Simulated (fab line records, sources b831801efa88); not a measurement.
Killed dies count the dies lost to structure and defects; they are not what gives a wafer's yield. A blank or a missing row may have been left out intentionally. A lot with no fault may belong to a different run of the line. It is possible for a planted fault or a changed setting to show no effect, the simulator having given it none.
A lot that was struck, set against a sound lot	flow gf180mcu	29 steps out of a route of 602
Sound: the wafers L261.2, L261.5, L261.6. Struck: wafer L268.1. (L268.3, L268.6 of the same lot were not struck and are left out.) The cause comes at the end.
Per side, at each step with rows, come the tool, then ch with its chambers, and then its first start. Under that, the readings that differ: sound wafers	struck wafers	difference of the means	sigmas: that difference in standard deviations of wafers without a fault.
alike: a reading whose means differ by less than 2 such deviations, as well as words and numbers matching on both sides. not compared: withheld readings; readings where some wafer has no value; bounds like >300 that might hide an equal value; numbers whose values overlap and for which the record gives no deviation.
A row with sigmas, a row that says differs or no value, or rows on one side alone: a step with any of these is where the two part. When numbers do not overlap yet have no deviation, they are printed without sigmas and do not part them. A reading that every wafer of one side lacks parts them only if that side has two wafers or more.

first, 4 steps without rows for these wafers: GF_V5_STRIP_19 (strips in post etch residue remover, time 1200 s); GF_V5_CLEAN_20 (cleans in DIW); GF_V5_SPUTTER_21 (material Ti, target thk 15 nm, time 80.02 s); GF_V5_SPUTTER_22 (material TiN, target thk 10 nm, time 40 s).
GF_V5_CVD_23: deposits W, target thk 350 nm, time 104.9 s.
  sound on cvd_w-01 ch 0,1, day 29 05:49; struck on cvd_w-01 ch 0, day 31 03:07
  alike: heater_power_w
  not compared: since_wet_clean_h
GF_V5_RS_MEAS_24: uses a four-point probe to measure.
  sound: film_metro-01 at day 29 05:57; struck: film_metro-02 at day 31 03:14
  alike: V5_W_RS
GF_V5_THK_MEAS_25: measures by xrf.
  sound: film_metro-01 at day 29 06:04; struck: film_metro-02 at day 31 03:21
  alike: V5_W_THK
GF_V5_CMP_26: polishes, stops on SiO2, t overpolish 15 s, target thk 0 nm.
  sound on cmp-02 ch 0,1, day 29 06:10; struck on cmp-01 ch 3, day 31 03:31
  alike: head_pressure_psi, motor_current_A, overpolish_run_s, time_to_endpoint_s
then, 1 step without rows for these wafers: GF_TOP_METAL_SPUTTER_00 (material Ti, target thk 37.5 nm, time 150 s).
GF_TOP_METAL_SPUTTER_01: material TiN, target thk 30 nm, time 25 s.
  sound: pvd_sputter-03 at day 29 06:31; struck: pvd_sputter-04 at day 31 03:49
  alike: throttle_valve_pct
then, 1 step without rows for these wafers: GF_TOP_METAL_SPUTTER_02 (material AlCu, target thk 900 nm, time 47.82 s).
GF_TOP_METAL_SPUTTER_03: material Ti, target thk 5 nm, time 3.3 s.
  sound: pvd_sputter-03 at day 29 06:35; struck: pvd_sputter-04 at day 31 03:53
  alike: throttle_valve_pct
GF_TOP_METAL_SPUTTER_04: material TiN, target thk 25 nm, time 20.8 s.
  sound: pvd_sputter-03 at day 29 06:36; struck: pvd_sputter-04 at day 31 03:54
reading	sound	struck	difference	sigmas
model.TiN_of_TOP_METAL_SPUTTER_04.thk_nm (nm)	25 25.07 24.72	41.11	+16.18	
  alike: throttle_valve_pct
GF_TOP_METAL_RS_MEAS_05: uses a four-point probe to measure.
  sound: film_metro-02 at day 29 06:39; struck: film_metro-02 at day 31 03:56
  alike: TOP_METAL_ALCU_RS
GF_TOP_METAL_THK_MEAS_06: measures by xrf.
  sound: film_metro-02 at day 29 06:46; struck: film_metro-02 at day 31 04:03
reading	sound	struck	difference	sigmas
TOP_METAL_ALCU_THK (nm)	918 904 890	867	-37	-3
then, 7 steps without rows for these wafers: GF_TOP_METAL_DEHYDRATE_07 (time 60 s); GF_TOP_METAL_HMDS_08 (prime time 60 s); GF_TOP_METAL_COAT_09 (resist thk 1500 nm); GF_TOP_METAL_SOFTBAKE_10 (time 60 s); GF_TOP_METAL_EXPOSE_11 (exposes mask MetalTop, target cd 440 nm); GF_TOP_METAL_PEB_12; GF_TOP_METAL_DEVELOP_13 (develop time 60 s).
GF_TOP_METAL_CD_MEAS_14: the cd target is 440 nm.
  sound: cd_sem-02 at day 30 01:46; struck: cd_sem-02 at day 31 22:14
  alike: cd_nm
GF_TOP_METAL_OVL_MEAS_15:
  sound: overlay-01 at day 30 01:52; struck: overlay-02 at day 31 22:22
  alike: TOP_METAL_OVL
then, 1 step without rows for these wafers: GF_TOP_METAL_METAL_ETCH_16 (etches the open film in Cl2/BCl3, stops on SiO2, target depth 1197 nm, time 199.5 s).
GF_TOP_METAL_STRIP_17: strips in O2/N2.
  sound on plasma_asher-01 ch 0,1, day 30 02:05; struck on plasma_asher-03 ch 1, day 31 22:35
reading	sound	struck	difference	sigmas
oes_product_au (a.u.)	0.711 0.709 0.708	0.719	+0.010	+2
  alike: drypump_motor_current_A, heater_power_w, n2_flow_sccm, strip_time_to_endpoint_s
  not compared: rf_hours_counter_h
GF_TOP_METAL_STRIP_18: strips in post etch residue remover, time 1200 s.
  sound on wet_bench-03 ch 0, day 30 02:11; struck on wet_bench-01 ch 1, day 31 22:41
reading	sound	struck	difference	sigmas
model.TiN_of_TOP_METAL_SPUTTER_04.thk_nm (nm)	24.57 24.64 24.3	40.7	+16.2	
then, 2 steps without rows for these wafers: GF_TOP_METAL_CLEAN_19 (cleans in DIW); GF_PASSIVATION_PROBE_99.

== WHERE THEY PART ==
Last at GF_TOP_METAL_STRIP_17 as far as this record goes, first at GF_TOP_METAL_THK_MEAS_06.

WHY: what had been put in by the simulator
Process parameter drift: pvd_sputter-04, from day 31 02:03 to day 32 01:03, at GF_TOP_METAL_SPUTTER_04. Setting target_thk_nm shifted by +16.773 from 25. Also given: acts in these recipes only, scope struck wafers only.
